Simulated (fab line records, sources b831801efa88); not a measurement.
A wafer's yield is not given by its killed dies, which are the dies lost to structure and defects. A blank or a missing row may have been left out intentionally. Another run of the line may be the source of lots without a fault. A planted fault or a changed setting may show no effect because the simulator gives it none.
Comparing a struck lot with a sound one | flow sky130 | 36 steps out of a route of 708
Sound: the wafers L986.1, L986.3, L986.6. The struck wafers were L101.4, L101.5, L101.6. The cause comes at the end.
For every step that has rows: the tool of each side, followed by ch and its chambers, followed by its first start. Under that, the readings that differ: sound wafers | struck wafers | difference of the means | sigmas: that difference in standard deviations of wafers without a fault.
alike: a reading whose means differ by less than 2 such deviations, as well as words and numbers matching on both sides. not compared: withheld readings; readings where some wafer has no value; bounds like >300 that might hide an equal value; numbers whose values overlap and for which the record gives no deviation.
Wherever a step has rows on one side only, a row that says differs or no value, or a row with sigmas, the two part there. Numbers that don't overlap but have no deviation are shown without sigmas and don't part them. A reading missing from all wafers of one side parts the sides only when that side holds two or more wafers.

first, 10 steps without rows for these wafers: SKY_GATE_OXIDE_COAT_05 (resist thk 1140 nm); SKY_GATE_OXIDE_SOFTBAKE_06 (time 60 s); SKY_GATE_OXIDE_EXPOSE_07 (exposes mask LVOM, target cd 600 nm); SKY_GATE_OXIDE_PEB_08; SKY_GATE_OXIDE_DEVELOP_09 (develop time 60 s); SKY_GATE_OXIDE_IMPLANT_11; SKY_GATE_OXIDE_WET_ETCH_12 (etches SiO2 in dHF, target depth 16.8 nm, time 336 s); SKY_GATE_OXIDE_STRIP_13 (strips in O2/N2); SKY_GATE_OXIDE_CLEAN_15 (cleans in SC1/SC2, time 150 s); SKY_GATE_OXIDE_OXIDATION_16 (stabilise 600 s, purge 300 s, target thk 3.57 nm).
SKY_POLY_GATE_CVD_00: deposits poly-Si, target thk 180 nm, time 720 s.
  sound on lpcvd-01 ch 1, day 13 23:45; struck on lpcvd-01 ch 1, day 19 10:37
  reading                                       | sound           | struck          | difference | sigmas
  model.poly-Si_of_POLY_GATE_CVD_00.thk-nm (nm) | 176.6 178 179.8 | 188.4 190 189.1 | +11.0      |
  alike: spike-tc-lower-C
SKY_POLY_GATE_THK_MEAS_01:
  struck on film-metro-01, day 19 11:50; sound on film-metro-03, day 14 00:57
  reading                   | sound             | struck            | difference | sigmas
  POLY_GATE_CVD_00_THK (nm) | 176.6 178.1 179.8 | 188.3 190.0 189.1 | +11.0      | +6
then, 9 steps without rows for these wafers: SKY_RES_PROTECT_DEHYDRATE_00 (time 60 s); SKY_RES_PROTECT_HMDS_01 (prime time 60 s); SKY_RES_PROTECT_COAT_02 (resist thk 1140 nm); SKY_RES_PROTECT_SOFTBAKE_03 (time 60 s); SKY_RES_PROTECT_EXPOSE_04 (exposes mask RPM, target cd 1270 nm); SKY_RES_PROTECT_PEB_05; SKY_RES_PROTECT_DEVELOP_06 (develop time 60 s); SKY_POLY_GATE_IMPLANT_02; SKY_RES_PROTECT_STRIP_07 (strips in O2/N2).
SKY_RES_PROTECT_CLEAN_09: cleans in SC1/SC2, time 150 s.
  sound on wet-bench-04 ch 3, day 15 03:27; struck on wet-bench-04 ch 0, day 20 18:20
  reading                                       | sound           | struck            | difference | sigmas
  model.poly-Si_of_POLY_GATE_CVD_00.thk-nm (nm) | 176 177.4 179.1 | 187.8 189.4 188.5 | +11.1      |
  alike: bath-guard-temp-C
then, 11 steps without rows for these wafers: SKY_POLY_GATE_CVD_03 (deposits Si3N4 from DCS/NH3, target thk 75 nm, time 1290 s); SKY_POLY_GATE_DEHYDRATE_05 (time 60 s); SKY_POLY_GATE_HMDS_06 (prime time 60 s); SKY_POLY_GATE_COAT_07 (resist thk 110 nm); SKY_POLY_GATE_COAT_08 (resist thk 450 nm); SKY_POLY_GATE_SOFTBAKE_09 (time 90 s); SKY_POLY_GATE_EXPOSE_10 (exposes mask P1M, target cd 150 nm); SKY_POLY_GATE_PEB_11; SKY_POLY_GATE_DEVELOP_12 (develop time 60 s); SKY_POLY_GATE_ETCH_15 (etches BARC in N2/H2, stops on SiO2, time 118.5 s, target depth 110 nm); SKY_POLY_GATE_ETCH_16 (etches Si3N4 in CH3F/O2, stops on poly-Si, time 147.5 s, target depth 75 nm).
SKY_POLY_GATE_ETCH_17: etches poly-Si in HBr/Cl2, stops on SiO2, target depth 180 nm, time 70.5 s.
  sound on rie-si-02 ch 1,3, day 16 10:22; struck on rie-si-02 ch 0,1,2, day 22 03:28
  reading                               | sound             | struck            | difference | sigmas
  oes-product-au (a.u.)                 | 0.980 0.979 0.992 | 1.022 0.993 1.020 | +0.028     | +3
  model.etch.depth-nm (nm)              | 176 177.4 179.1   | 185.6 179.6 184.9 | +5.9       |
  model.POLY_GATE.feature-depth-nm (nm) | 176 177.4 179.1   | 185.6 179.6 184.9 | +5.9       |
  alike: drypump-motor-current-A, he-backside-leak-sccm, throttle-valve-pct
  not compared: rf-hours-counter-h
then, 1 step without rows for these wafers: SKY_POLY_GATE_STRIP_18 (strips in O2/N2).
-- the record jumps here: 27 days lie between the struck wafers' starts before and after (it left off in module POLY_GATE and takes up again in module PAD_OPEN, whose first step shown is number 708 of the route) --
SKY_PAD_OPEN_PROBE_99:
  struck on prober-01, day 49 13:33; sound on prober-02, day 45 21:59
  reading                        | sound            | struck            | difference | sigmas
  model.etest.res-poly.rs-ohm-sq | 48.5 47.92 49.07 | 45.78 44.38 45.77 | -3.19      |
  alike: killed_at_M0_to_M3, killed_at_M4_up, killed-at-contacts, killed-at-front-end, killed-at-other, killed-dies, killed-open, killed-short

== WHERE THEY PART ==
Earliest at SKY_POLY_GATE_THK_MEAS_01; latest, in this record, at SKY_POLY_GATE_ETCH_17. Later steps at which nothing parts them and some readings are alike: SKY_PAD_OPEN_PROBE_99.

WHY: what the simulator had put in
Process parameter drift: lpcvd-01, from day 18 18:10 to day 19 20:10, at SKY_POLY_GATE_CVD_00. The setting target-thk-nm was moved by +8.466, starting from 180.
